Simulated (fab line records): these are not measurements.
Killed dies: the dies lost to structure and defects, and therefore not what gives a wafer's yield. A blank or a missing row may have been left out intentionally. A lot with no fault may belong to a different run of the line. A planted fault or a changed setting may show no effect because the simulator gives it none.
fab line records | flow sfqLine
[record] lots = 15 | wafers = 45 | lastDay = 86
route steps=325 shown C5@246 M6@264 I7@297 M8@323
lots that met no fault: from a run of the same line without faults
startH: the number of hours between the record's first day and the start of the first shown wafer of the lot | waitH: hours since the lot's step before | " identical to the entry in the row above | L1.1+2: a single row standing in for several wafers | - value missing, or start not given | * or withheld: withheld | < > ~ a bound
route shown NAME@n: names a module that has steps shown in the file, with the first one's number in the route | usual: average and standard deviation across the fault-free wafers | same: alike in all rows | chamber/n: place in a boat | sites: readings site by site | _std_site: the standard deviation of these | _edge_site: inner sites' mean taken away from outer sites' mean | radiusMm: how far each site lies from the wafer's centre | mask NAME#n: copy n | behind: the most recent tool/chamber to have shaped the wafer | hold: what put the lot on hold/how long, in hours/how the hold closed | device: whichever transistor did not switch (one of n, p or np) | end of line: tests run on the same wafers once the route is complete | step lacking rows: just its recipe | killed: at the first sort, the dies lost to defects and structure; wafer yield is something else | map: the dies of a wafer, with x for killed, . for not killed, _ for no die there
set.NAME: the setting as run; set.NAME@STEP: as run at that earlier step | model.NAME: the simulator's own value behind a step, which no gauge read
a sample of lots followed through the steps of the route, with each step as a table and each wafer as a row
services: when a tool's chamber went out of use (startH, in hours from the record's first day, below 0 if earlier), for how many hours, and the reason
[[steps]]
[step SFQ_C5_OVL_MEAS_937]
[usual] C5_OVL = 1/4.9
lot.wafer | tool       | chamber | startH  | waitH | C5_OVL[nm]
L157.1    | overlay-01 | -       | 1500.03 | 0.1   | 6
L157.2    | "          | -       | "       | "     | 6
L157.3    | "          | -       | "       | "     | 1
L158.2    | overlay-01 | -       | 1502.43 | 0.1   | -1
L158.4    | "          | -       | "       | "     | 0
L158.6    | "          | -       | "       | "     | -1
L159.1    | overlay-02 | -       | 1507.51 | 0.1   | 0
L159.2    | "          | -       | "       | "     | 2
L159.4    | "          | -       | "       | "     | 2
L160.1    | overlay-02 | -       | 1511.48 | 0.1   | 6
L160.3    | "          | -       | "       | "     | 3
L160.6    | "          | -       | "       | "     | 3
L161.1    | overlay-02 | -       | 1513.88 | 0.1   | -6
L161.2    | "          | -       | "       | "     | 2
L161.5    | "          | -       | "       | "     | -6
L162.1    | overlay-02 | -       | 1519.23 | 0.1   | 9
L162.3    | "          | -       | "       | "     | 2
L162.4    | "          | -       | "       | "     | 8
L164.1    | overlay-02 | -       | 1526.10 | 0.1   | 3
L164.4    | "          | -       | "       | "     | -5
L164.6    | "          | -       | "       | "     | -3
L166.1    | overlay-01 | -       | 1560.60 | 0.1   | 12
L166.2    | "          | -       | "       | "     | 11
L166.3    | "          | -       | "       | "     | 8
L167.2    | overlay-02 | -       | 1570.06 | 0.1   | 4
L167.3    | "          | -       | "       | "     | 1
L167.6    | "          | -       | "       | "     | 4
L168.2    | overlay-02 | -       | 1571.22 | 0.1   | 7
L168.3    | "          | -       | "       | "     | 5
L168.4    | "          | -       | "       | "     | 5
L169.2    | overlay-02 | -       | 1573.62 | 0.1   | 7
L169.3    | "          | -       | "       | "     | 6
L169.4    | "          | -       | "       | "     | 4
L173.2    | overlay-01 | -       | 1593.64 | 0.1   | -4
L173.3    | "          | -       | "       | "     | 1
L173.5    | "          | -       | "       | "     | -2
L174.2    | overlay-01 | -       | 1594.84 | 0.1   | -5
L174.4    | "          | -       | "       | "     | 0
L174.6    | "          | -       | "       | "     | -2
L178.1    | overlay-02 | -       | 1607.97 | 0.1   | 1
L178.2    | "          | -       | "       | "     | -1
L178.3    | "          | -       | "       | "     | 4
L180.2    | overlay-01 | -       | 1614.72 | 0.1   | 8
L180.3    | "          | -       | "       | "     | 4
L180.6    | "          | -       | "       | "     | 9
[step SFQ_TRILAYER_M6_STRIP_STRIP_163]
[recipe] gas = O2 | powerW = 200 | platenTempC = 40 | overashFraction = 0.65 | chemistry = O2 | pressureMtorr = 50
[usual] drypumpMotorCurrentA = 5.9/0.46 | oesProductAu = 0.995/0.013
[same] overashFraction = 0.65
lot.wafer | tool        | chamber | startH  | waitH | drypumpMotorCurrentA | oesProductAu | rfHoursCounterH
L157.1    | rieMetal-01 | 1       | 1503.85 | 0.1   | 5.3                  | 0.983        | 39
L157.2    | "           | 0       | "       | "     | 5.6                  | 1.022        | 30
L157.3    | "           | 0       | "       | "     | 5.6                  | 1.010        | -
L158.2    | rieMetal-03 | 0       | 1506.10 | 0.1   | 6.2                  | 1.000        | 43
L158.4    | "           | 0       | "       | "     | 6.2                  | 0.995        | -
L158.6    | "           | 0       | "       | "     | 6.2                  | 1.004        | -
L159.1    | rieMetal-03 | 1       | 1512.90 | 0.1   | 6.6                  | 1.008        | 133
L159.2    | "           | 0       | "       | "     | 6.2                  | 1.016        | 45
L159.4    | "           | 1       | "       | "     | 6.5                  | 0.998        | -
L160.1    | rieMetal-03 | 1       | 1515.30 | 0.1   | 6.6                  | 1.001        | 134
L160.3    | "           | 1       | "       | "     | 6.6                  | 0.997        | -
L160.6    | "           | 0       | "       | "     | 6.2                  | 0.993        | -
L161.1    | rieMetal-03 | 1       | 1517.70 | 0.1   | 6.6                  | 1.000        | 134
L161.2    | "           | 0       | "       | "     | 6.2                  | 0.994        | 46
L161.5    | "           | 1       | "       | "     | 6.6                  | 1.012        | -
L162.1    | rieMetal-04 | 0       | 1633.74 | 0.1   | 5.7                  | 0.987        | 48
L162.3    | "           | 1       | "       | "     | 5.5                  | 0.991        | -
L162.4    | "           | 0       | "       | "     | 5.7                  | 0.981        | -
L164.1    | rieMetal-04 | 1       | 1643.25 | 0.1   | 5.6                  | 0.992        | 80
L164.4    | "           | 0       | "       | "     | 5.7                  | 0.980        | -
L164.6    | "           | 1       | "       | "     | 5.5                  | 0.986        | -
L166.1    | rieMetal-04 | 1       | 1682.85 | 0.1   | 5.6                  | 0.988        | 85
L166.2    | "           | 0       | "       | "     | 5.7                  | 0.972        | 54
L166.3    | "           | 1       | "       | "     | 5.5                  | 0.994        | -
L167.2    | rieMetal-03 | 0       | 1690.18 | 0.1   | 6.2                  | 0.992        | 69
L167.3    | "           | 1       | "       | "     | 6.6                  | 1.000        | -
L167.6    | "           | 1       | "       | "     | 6.5                  | 1.005        | -
L168.2    | rieMetal-04 | 0       | 1692.58 | 0.1   | 5.7                  | 0.976        | 55
L168.3    | "           | 1       | "       | "     | 5.5                  | 0.997        | -
L168.4    | "           | 0       | "       | "     | 5.7                  | 0.983        | -
L169.2    | rieMetal-01 | 1       | 1693.78 | 0.1   | 5.3                  | 0.971        | 63
L169.3    | "           | 0       | "       | "     | 5.6                  | 1.005        | -
L169.4    | "           | 1       | "       | "     | 5.3                  | 0.978        | -
L173.2    | rieMetal-01 | 1       | 1708.18 | 0.1   | 5.3                  | 0.975        | 65
L173.3    | "           | 0       | "       | "     | 5.6                  | 1.007        | -
L173.5    | "           | 0       | "       | "     | 5.6                  | 0.998        | -
L174.2    | rieMetal-03 | 1       | 1709.38 | 0.1   | 6.6                  | 1.002        | 6
L174.4    | "           | 0       | "       | "     | 6.2                  | 0.991        | -
L174.6    | "           | 1       | "       | "     | 6.6                  | 0.997        | -
L178.1    | rieMetal-01 | 0       | 1716.70 | 0.1   | 5.5                  | 1.015        | 57
L178.2    | "           | 1       | "       | "     | 5.3                  | 0.973        | 66
L178.3    | "           | 0       | "       | "     | 5.6                  | 1.015        | -
L180.2    | rieMetal-01 | 1       | 1719.10 | 0.1   | 5.3                  | 0.981        | 67
L180.3    | "           | 1       | "       | "     | 5.3                  | 0.982        | -
L180.6    | "           | 0       | "       | "     | 5.6                  | 1.021        | -
[step SFQ_TRILAYER_I7_CMP_CMP_184]
[recipe] material = SiO2 | downForcePsi = 3 | platenRpm = 60 | padVelocityMS = 0.94248
[usual] motorCurrentA = 10.0/0.58 | platenRpm = 60.00/0.041 | retainingRingPressureFrac = 1.000/0.0052 | timeToEndpointS = 212/9
lot.wafer | tool   | chamber | startH  | waitH | motorCurrentA | platenRpm | retainingRingPressureFrac | timeToEndpointS
L157.2    | cmp-01 | 2       | 1641.19 | 1.2   | 10.0          | 60.02     | 1.003                     | 216
L157.3    | "      | 3       | "       | "     | 9.1           | 60.02     | 1.010                     | 202
L157.1    | "      | 0       | "       | "     | 10.0          | 59.99     | 1.003                     | 217
L158.4    | cmp-01 | 0       | 1644.69 | 1.9   | 10.7          | 60.00     | 0.997                     | 217
L158.2    | "      | 2       | 1645.69 | 2.9   | 10.6          | 60.00     | 0.995                     | 209
L158.6    | "      | 3       | "       | "     | 9.5           | 59.98     | 0.987                     | 204
L159.4    | cmp-01 | 1       | 1649.42 | 0.0   | 9.8           | 60.03     | 0.992                     | 236
L159.2    | "      | 3       | 1650.42 | 1.0   | 9.4           | 60.04     | 0.999                     | 206
L159.1    | "      | 0       | "       | "     | 10.6          | 59.95     | 1.008                     | 222
L160.3    | cmp-01 | 0       | 1657.02 | 0.0   | 10.8          | 60.03     | 1.009                     | 210
L160.1    | "      | 1       | "       | "     | 9.7           | 59.94     | 0.996                     | 229
L160.6    | "      | 1       | 1659.52 | 2.5   | 9.8           | 60.06     | 0.991                     | 234
L161.2    | cmp-02 | 3       | 1659.00 | 0.5   | 9.7           | 60.01     | 0.997                     | 203
L161.1    | "      | 0       | "       | "     | 9.3           | 60.02     | 1.007                     | 217
L161.5    | "      | 2       | 1660.50 | 2.0   | 10.7          | 59.99     | 0.999                     | 227
L162.4    | cmp-01 | 0       | 1825.16 | 1.2   | 10.5          | 60.00     | 0.999                     | 216
L162.1    | "      | 1       | "       | "     | 9.4           | 59.94     | 0.998                     | 219
L162.3    | "      | 2       | "       | "     | 10.2          | 59.98     | 1.004                     | 204
L164.4    | cmp-01 | 2       | 1835.16 | 4.0   | 10.5          | 60.00     | 0.993                     | 210
L164.1    | "      | 3       | "       | "     | 8.9           | 59.97     | 1.000                     | 194
L164.6    | "      | 1       | 1836.66 | 5.5   | 9.5           | 59.98     | 0.997                     | 216
L166.2    | cmp-01 | 1       | 1846.66 | 2.3   | 10.5          | 60.01     | 0.992                     | 211
L166.3    | "      | 2       | "       | "     | 9.9           | 60.00     | 0.996                     | 205
L166.1    | "      | 3       | "       | "     | 9.7           | 60.03     | 0.997                     | 193
L167.3    | cmp-01 | 0       | 1849.16 | 1.2   | 11.2          | 59.97     | 1.000                     | 206
L167.2    | "      | 2       | 1850.16 | 2.2   | 10.7          | 60.00     | 1.007                     | 206
L167.6    | "      | 0       | 1851.16 | 3.2   | 11.1          | 60.01     | 0.999                     | 208
L168.3    | cmp-02 | 2       | 1853.45 | 3.1   | 10.9          | 60.03     | 0.997                     | 208
L168.2    | "      | 0       | 1854.45 | 4.1   | 9.2           | 59.97     | 1.005                     | 199
L168.4    | "      | 1       | "       | "     | 9.9           | 59.88     | 1.004                     | 205
L169.3    | cmp-01 | 2       | 1858.16 | 5.4   | 9.9           | 59.99     | 1.000                     | 271
L169.2    | "      | 3       | "       | "     | 9.9           | 59.94     | 1.005                     | 268
L169.4    | "      | 1       | 1859.66 | 6.9   | 9.7           | 59.99     | 1.009                     | 278
L173.3    | cmp-01 | 2       | 1870.16 | 11.4  | 10.0          | 60.03     | 1.000                     | 284
L173.2    | "      | 1       | 1871.66 | 12.9  | 9.9           | 59.97     | 0.995                     | 285
L173.5    | "      | 3       | 1872.66 | 13.9  | 9.6           | 59.98     | 0.999                     | 291
L174.2    | cmp-01 | 2       | 1873.16 | 13.2  | 10.0          | 60.04     | 1.004                     | 274
L174.4    | "      | 1       | 1874.66 | 14.7  | 9.8           | 59.95     | 0.995                     | 280
L174.6    | "      | 2       | "       | "     | 9.9           | 60.05     | 1.001                     | 274
L178.3    | cmp-02 | 2       | 1883.95 | 15.6  | 10.7          | 59.98     | 0.993                     | 204
L178.2    | "      | 3       | "       | "     | 9.4           | 59.93     | 1.000                     | 200
L178.1    | "      | 0       | "       | "     | 9.9           | 59.93     | 1.008                     | 200
L180.3    | cmp-02 | 1       | 1889.95 | 19.2  | 9.4           | 60.05     | 0.996                     | 204
L180.2    | "      | 2       | "       | "     | 11.0          | 60.01     | 1.014                     | 209
L180.6    | "      | 0       | 1891.45 | 20.7  | 9.3           | 59.98     | 0.995                     | 213
[step SFQ_TRILAYER_I7_METRO_MEASURE_185]
[usual] thkNm = 199.8/1.4
lot.wafer | tool         | chamber | startH  | waitH | thkNm
L157.1    | filmMetro-01 | -       | 1644.31 | 0.1   | 200.1
L157.2    | "            | -       | "       | "     | 201.3
L157.3    | "            | -       | "       | "     | 200.4
L158.2    | filmMetro-01 | -       | 1647.51 | 0.3   | 199.9
L158.4    | "            | -       | "       | "     | 199.6
L158.6    | "            | -       | "       | "     | 197.7
L159.1    | filmMetro-02 | -       | 1652.54 | 0.1   | 201.2
L159.2    | "            | -       | "       | "     | 199.3
L159.4    | "            | -       | "       | "     | 203.7
L160.1    | filmMetro-01 | -       | 1660.14 | 0.1   | 202.7
L160.3    | "            | -       | "       | "     | 199.8
L160.6    | "            | -       | "       | "     | 202.2
L161.1    | filmMetro-02 | -       | 1661.62 | 0.1   | 199.5
L161.2    | "            | -       | "       | "     | 198.6
L161.5    | "            | -       | "       | "     | 200.9
L162.1    | filmMetro-01 | -       | 1828.28 | 0.1   | 202.7
L162.3    | "            | -       | "       | "     | 200.5
L162.4    | "            | -       | "       | "     | 199.6
L164.1    | filmMetro-03 | -       | 1837.28 | 0.1   | 199.5
L164.4    | "            | -       | "       | "     | 199.3
L164.6    | "            | -       | "       | "     | 202.4
L166.1    | filmMetro-03 | -       | 1849.28 | 0.1   | 198.1
L166.2    | "            | -       | "       | "     | 200.8
L166.3    | "            | -       | "       | "     | 199.9
L167.2    | filmMetro-03 | -       | 1852.48 | 0.3   | 199.0
L167.3    | "            | -       | "       | "     | 198.1
L167.6    | "            | -       | "       | "     | 198.5
L168.2    | filmMetro-02 | -       | 1856.77 | 0.3   | 199.7
L168.3    | "            | -       | "       | "     | 200.6
L168.4    | "            | -       | "       | "     | 199.5
L169.2    | filmMetro-03 | -       | 1861.48 | 0.3   | 298.6
L169.3    | "            | -       | "       | "     | 301.1
L169.4    | "            | -       | "       | "     | 305.3
L173.2    | filmMetro-03 | -       | 1873.48 | 0.3   | 308.2
L173.3    | "            | -       | "       | "     | 307.2
L173.5    | "            | -       | "       | "     | 307.6
L174.2    | filmMetro-01 | -       | 1876.48 | 0.3   | 300.7
L174.4    | "            | -       | "       | "     | 305.4
L174.6    | "            | -       | "       | "     | 302.2
L178.1    | filmMetro-01 | -       | 1886.57 | 0.1   | 199.8
L178.2    | "            | -       | "       | "     | 199.4
L178.3    | "            | -       | "       | "     | 200.4
L180.2    | filmMetro-03 | -       | 1892.77 | 0.3   | 200.1
L180.3    | "            | -       | "       | "     | 197.7
L180.6    | "            | -       | "       | "     | 198.5
[step SFQ_TRILAYER_I7_VIA_ETCH_VIA_ETCH_190]
[recipe] target = SiO2 | stopOn = Nb | maskMaterial = PR | taperDeg = 20 | chemistry = CHF3 | targetDepthNm = 260 | sourceW = 500 | biasW = 80 | pressureMtorr = 30 | timeS = withheld
[usual] drypumpMotorCurrentA = 5.5/0.4 | oesProductAu = 0.854/0.0059
lot.wafer | tool       | chamber | startH  | waitH | drypumpMotorCurrentA | oesProductAu
L157.1    | rieDiel-04 | 1       | 1750.78 | 0.0   | 6.0                  | 0.853
L157.2    | "          | 0       | "       | "     | 5.8                  | 0.865
L157.3    | "          | 3       | "       | "     | 5.4                  | 0.867
L158.2    | rieDiel-02 | 1       | 1755.58 | 0.0   | 5.8                  | 0.857
L158.4    | "          | 3       | "       | "     | 5.7                  | 0.850
L158.6    | "          | 2       | "       | "     | 5.5                  | 0.852
L159.1    | rieDiel-04 | 3       | 1757.98 | 0.0   | 5.4                  | 0.866
L159.2    | "          | 1       | "       | "     | 6.0                  | 0.847
L159.4    | "          | 2       | "       | "     | 5.2                  | 0.856
L160.1    | rieDiel-04 | 0       | 1775.92 | 0.0   | 5.8                  | 0.861
L160.3    | "          | 2       | "       | "     | 5.2                  | 0.850
L160.6    | "          | 2       | "       | "     | 5.2                  | 0.868
L161.1    | rieDiel-03 | 0       | 1778.32 | 0.0   | 5.9                  | 0.854
L161.2    | "          | 3       | "       | "     | 5.2                  | 0.855
L161.5    | "          | 0       | "       | "     | 5.9                  | 0.852
L162.1    | rieDiel-02 | 3       | 1896.57 | 0.0   | 5.8                  | 0.861
L162.3    | "          | 2       | "       | "     | 5.5                  | 0.865
L162.4    | "          | 1       | "       | "     | 5.8                  | 0.848
L164.1    | rieDiel-03 | 0       | 1902.57 | 0.0   | 5.9                  | 0.853
L164.4    | "          | 3       | "       | "     | 5.1                  | 0.843
L164.6    | "          | 2       | "       | "     | 6.1                  | 0.865
L166.1    | rieDiel-03 | 2       | 1919.37 | 0.0   | 6.1                  | 0.850
L166.2    | "          | 3       | "       | "     | 5.1                  | 0.859
L166.3    | "          | 0       | "       | "     | 5.8                  | 0.852
L167.2    | rieDiel-04 | 1       | 1921.77 | 0.0   | 5.9                  | 0.851
L167.3    | "          | 0       | "       | "     | 5.8                  | 0.850
L167.6    | "          | 0       | "       | "     | 5.8                  | 0.841
L168.2    | rieDiel-03 | 1       | 1926.57 | 0.0   | 4.8                  | 0.854
L168.3    | "          | 0       | "       | "     | 5.9                  | 0.860
L168.4    | "          | 2       | "       | "     | 6.1                  | 0.848
L169.2    | rieDiel-04 | 2       | 1932.57 | 0.0   | 5.2                  | 0.989
L169.3    | "          | 1       | "       | "     | 5.9                  | 0.997
L169.4    | "          | 3       | "       | "     | 5.4                  | 0.990
L173.2    | rieDiel-03 | 2       | 1951.78 | 0.0   | 6.1                  | 1.001
L173.3    | "          | 3       | "       | "     | 5.1                  | 1.013
L173.5    | "          | 3       | "       | "     | 5.1                  | 1.010
L174.2    | rieDiel-04 | 0       | 1960.18 | 0.0   | 5.9                  | 0.991
L174.4    | "          | 3       | "       | "     | 5.4                  | 0.982
L174.6    | "          | 1       | "       | "     | 6.0                  | 0.995
L178.1    | rieDiel-03 | 3       | 1975.98 | 0.0   | 5.1                  | 0.855
L178.2    | "          | 2       | "       | "     | 6.1                  | 0.847
L178.3    | "          | 1       | "       | "     | 4.8                  | 0.853
L180.2    | rieDiel-04 | 1       | 1982.14 | 0.0   | 5.9                  | 0.859
L180.3    | "          | 3       | "       | "     | 5.4                  | 0.851
L180.6    | "          | 3       | "       | "     | 5.4                  | 0.851
[step SFQ_M8_THK_MEAS_950]
[recipe] thkMeasGauge = xrf | reads = Au_of_TRILAYER_M8_DEP_EVAP_196
[usual] M8_AU_THK = 180.6/2.2
lot.wafer | tool         | chamber | startH  | waitH | M8_AU_THK[nm]
L157.1    | filmMetro-01 | -       | 1826.19 | 0.1   | 181.8
L157.2    | "            | -       | "       | "     | 180.0
L157.3    | "            | -       | "       | "     | 184.3
L158.2    | filmMetro-02 | -       | 1829.80 | 0.1   | 184.3
L158.4    | "            | -       | "       | "     | 182.2
L158.6    | "            | -       | "       | "     | 182.5
L159.1    | filmMetro-04 | -       | 1832.19 | 0.1   | 180.9
L159.2    | "            | -       | "       | "     | 180.1
L159.4    | "            | -       | "       | "     | 181.3
L160.1    | filmMetro-01 | -       | 1834.59 | 0.1   | 182.8
L160.3    | "            | -       | "       | "     | 183.0
L160.6    | "            | -       | "       | "     | 182.5
L161.1    | filmMetro-04 | -       | 1836.99 | 0.1   | 180.7
L161.2    | "            | -       | "       | "     | 179.4
L161.5    | "            | -       | "       | "     | 179.4
L162.1    | filmMetro-04 | -       | 1902.33 | 0.1   | 179.8
L162.3    | "            | -       | "       | "     | 182.2
L162.4    | "            | -       | "       | "     | 180.2
L164.1    | filmMetro-04 | -       | 1908.33 | 0.1   | 180.8
L164.4    | "            | -       | "       | "     | 181.7
L164.6    | "            | -       | "       | "     | 183.2
L166.1    | filmMetro-02 | -       | 1940.59 | 0.1   | 179.9
L166.2    | "            | -       | "       | "     | 180.0
L166.3    | "            | -       | "       | "     | 178.1
L167.2    | filmMetro-02 | -       | 1943.07 | 0.1   | 177.1
L167.3    | "            | -       | "       | "     | 178.0
L167.6    | "            | -       | "       | "     | 179.2
L168.2    | filmMetro-01 | -       | 2003.21 | 0.1   | 182.9
L168.3    | "            | -       | "       | "     | 179.9
L168.4    | "            | -       | "       | "     | 182.9
L169.2    | filmMetro-02 | -       | 2010.41 | 0.1   | 179.6
L169.3    | "            | -       | "       | "     | 177.4
L169.4    | "            | -       | "       | "     | 180.8
L173.2    | filmMetro-01 | -       | 2028.18 | 0.1   | 177.9
L173.3    | "            | -       | "       | "     | 180.7
L173.5    | "            | -       | "       | "     | 180.4
L174.2    | filmMetro-02 | -       | 2034.09 | 0.1   | 178.5
L174.4    | "            | -       | "       | "     | 180.2
L174.6    | "            | -       | "       | "     | 179.0
L178.1    | filmMetro-02 | -       | 2044.88 | 0.1   | 179.8
L178.2    | "            | -       | "       | "     | 179.9
L178.3    | "            | -       | "       | "     | 180.4
L180.2    | filmMetro-02 | -       | 2054.49 | 0.1   | 182.8
L180.3    | "            | -       | "       | "     | 181.3
L180.6    | "            | -       | "       | "     | 183.9
[[services]]
tool         | chamber | startH  | hours | kind
cmp-01       | -       | 1507.90 | 0.8   | repair
cmp-01       | -       | 1511.70 | 3.3   | pm
filmMetro-03 | -       | 1524.59 | 0.4   | pm
cmp-01       | -       | 1540.16 | 0.9   | repair
rieMetal-03  | 0       | 1555.44 | 6.7   | repair
rieDiel-03   | 1       | 1560.58 | 4.5   | repair
filmMetro-01 | -       | 1565.70 | 1.0   | pm
cmp-01       | -       | 1588.50 | 0.5   | repair
cmp-01       | -       | 1595.24 | 4.0   | pm
cmp-01       | -       | 1598.36 | 0.6   | repair
rieDiel-04   | 3       | 1650.28 | 5.5   | repair
rieDiel-04   | 1       | 1650.32 | 5.3   | repair
cmp-01       | -       | 1734.89 | 0.2   | repair
cmp-01       | -       | 1757.17 | 8.9   | pm
cmp-01       | -       | 1784.20 | 4.1   | pm
rieDiel-04   | 1       | 1785.80 | 2.3   | repair
rieDiel-04   | -       | 1800.47 | 0.9   | repair
rieDiel-04   | 2       | 1833.23 | 2.7   | repair
rieDiel-04   | 0       | 1900.90 | 2.4   | repair
rieDiel-04   | 2       | 1906.62 | 4.0   | repair
cmp-01       | -       | 1915.30 | 3.2   | repair
cmp-01       | -       | 1935.24 | 4.0   | pm
cmp-01       | -       | 1937.81 | 2.8   | repair
cmp-01       | -       | 1955.98 | 1.4   | repair
[[key]]
[firstSign] step = SFQ_TRILAYER_I7_CMP_CMP_184 | reading = timeToEndpointS | direction = up | sigmas = 7.3 | usual = * | struck = *
[effect] step = SFQ_TRILAYER_I7_METRO_MEASURE_185 | reading = thkNm | direction = up | sigmas = 75 | usual = 199.8 | struck = 304.0
[effect] step = SFQ_TRILAYER_I7_VIA_ETCH_VIA_ETCH_190 | reading = oesProductAu | direction = up | sigmas = 24 | usual = 0.854 | struck = 0.997
metAt SFQ_TRILAYER_I7_CMP_CMP_184
struckLots L169,L173,L174
notActingAt SFQ_C5_OVL_MEAS_937,SFQ_TRILAYER_M6_STRIP_STRIP_163,SFQ_M8_THK_MEAS_950
onsetBetween 1849.16 1858.16
[fault] kind = processParameterDrift | tool = cmp-01 | chamber = - | onsetH = 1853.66 | steps = SFQ_TRILAYER_I7_CMP_CMP_184 | channel = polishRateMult | offset = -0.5 | shape = step | endH = 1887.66
